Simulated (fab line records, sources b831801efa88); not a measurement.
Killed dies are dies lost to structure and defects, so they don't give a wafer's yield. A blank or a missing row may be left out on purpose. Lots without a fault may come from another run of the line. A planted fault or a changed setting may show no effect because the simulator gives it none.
Which tool did it? | flow sky130 | 6 lots, 18 wafers sampled, at 2 steps of a route of 708

WHAT THE GAUGES READ, wafer by wafer
SKY_NWELL_TW_MEAS_26.
lot  | measured     | on            | NWELL_2_TW
L771 | day 5 17:55  | film_metro-04 | 497 496 499
L775 | day 6 18:04  | film_metro-03 | 487 486 484
L782 | day 8 11:23  | film_metro-04 | 496 494 496
L786 | day 9 16:18  | film_metro-01 | 490 488 488
L788 | day 10 05:25 | film_metro-03 | 794 787 792
L790 | day 10 17:16 | film_metro-01 | 496 493 493

WHICH TOOL RAN EACH LOT (tool, then ch and the chambers of the sampled wafers, then the start)
lot  | SKY_NWELL_IMPLANT_24
L771 | implanter-03 ch 0, day 5 17:40
L775 | implanter-02 ch 0, day 6 17:49
L782 | implanter-01 ch 0, day 8 11:09
L786 | implanter-03 ch 0, day 9 16:04
L788 | implanter-02 ch 0, day 10 05:10
L790 | implanter-03 ch 0, day 10 17:01
- SKY_NWELL_IMPLANT_24

THE ANSWER, worked out from the rows above alone
Rule: what is usual is taken from the lots themselves. Put in order of their means at a reading, lots are off if they are a third of the lots or fewer, leave a main group of 4 or more, and stand apart from it by a gap of 3 or more times the standard deviation of the main group's means; of several such gaps the widest counts. A main group whose means are all the same, to the digits that the tables above print for the reading, isn't used. A lot without any number at a reading at which 4 lots or more have one is off too. The other lots that the step has rows for count as sound.
Off: L788, at SKY_NWELL_TW_MEAS_26 (NWELL_2_TW). The main group: mean 492, standard deviation 4.3.
A tool fits if, at a process step before that reading, it ran every lot that is off, and no sound lot after the first of them. The gauges at SKY_NWELL_TW_MEAS_26 are tried like those tools. Can't be told from this: 2 tools fit, implanter-02 at SKY_NWELL_IMPLANT_24, film_metro-03 at SKY_NWELL_TW_MEAS_26.

WHAT THE SIMULATOR HAD PUT IN
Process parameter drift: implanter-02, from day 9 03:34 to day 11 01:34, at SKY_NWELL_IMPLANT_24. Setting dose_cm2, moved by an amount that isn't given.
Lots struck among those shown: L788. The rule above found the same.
